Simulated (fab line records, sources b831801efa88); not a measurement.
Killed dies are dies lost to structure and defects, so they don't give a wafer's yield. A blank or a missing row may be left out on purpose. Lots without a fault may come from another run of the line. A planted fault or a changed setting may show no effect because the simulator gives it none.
Which tool did it? | flow sky130 | 6 lots, 18 wafers sampled, at 1 step of a route of 708

WHAT THE GAUGES READ, wafer by wafer
SKY_VT_ADJUST_NCORE_OVL_MEAS_08.
lot  | measured     | on         | VT_ADJUST_NCORE_OVL (nm)
L156 | day 8 13:38  | overlay-01 | 1.5 0.6 -0.2
L163 | day 9 23:19  | overlay-02 | 0.2 -0.5 -0.9
L165 | day 10 08:20 | overlay-02 | -2.4 -2.9 -3.0
L171 | day 18 20:46 | overlay-02 | -0.8 1.1 2.0
L172 | day 18 21:58 | overlay-01 | -1.8 -1.3 -0.8
L173 | day 18 23:28 | overlay-01 | 0.7 -0.5 0.6

WHICH TOOL RAN EACH LOT (tool, then ch and the chambers of the sampled wafers, then the start)
The record holds no process step before these readings.

THE ANSWER, worked out from the rows above alone
Rule: what is usual is taken from the lots themselves. Put in order of their means at a reading, lots are off if they are a third of the lots or fewer, leave a main group of 4 or more, and stand apart from it by a gap of 3 or more times the standard deviation of the main group's means; of several such gaps the widest counts. A main group whose means are all the same, to the digits that the tables above print for the reading, isn't used. A lot without any number at a reading at which 4 lots or more have one is off too. The other lots that the step has rows for count as sound.
No lot is off at any reading shown: from this, nothing can be told.

WHAT THE SIMULATOR HAD PUT IN
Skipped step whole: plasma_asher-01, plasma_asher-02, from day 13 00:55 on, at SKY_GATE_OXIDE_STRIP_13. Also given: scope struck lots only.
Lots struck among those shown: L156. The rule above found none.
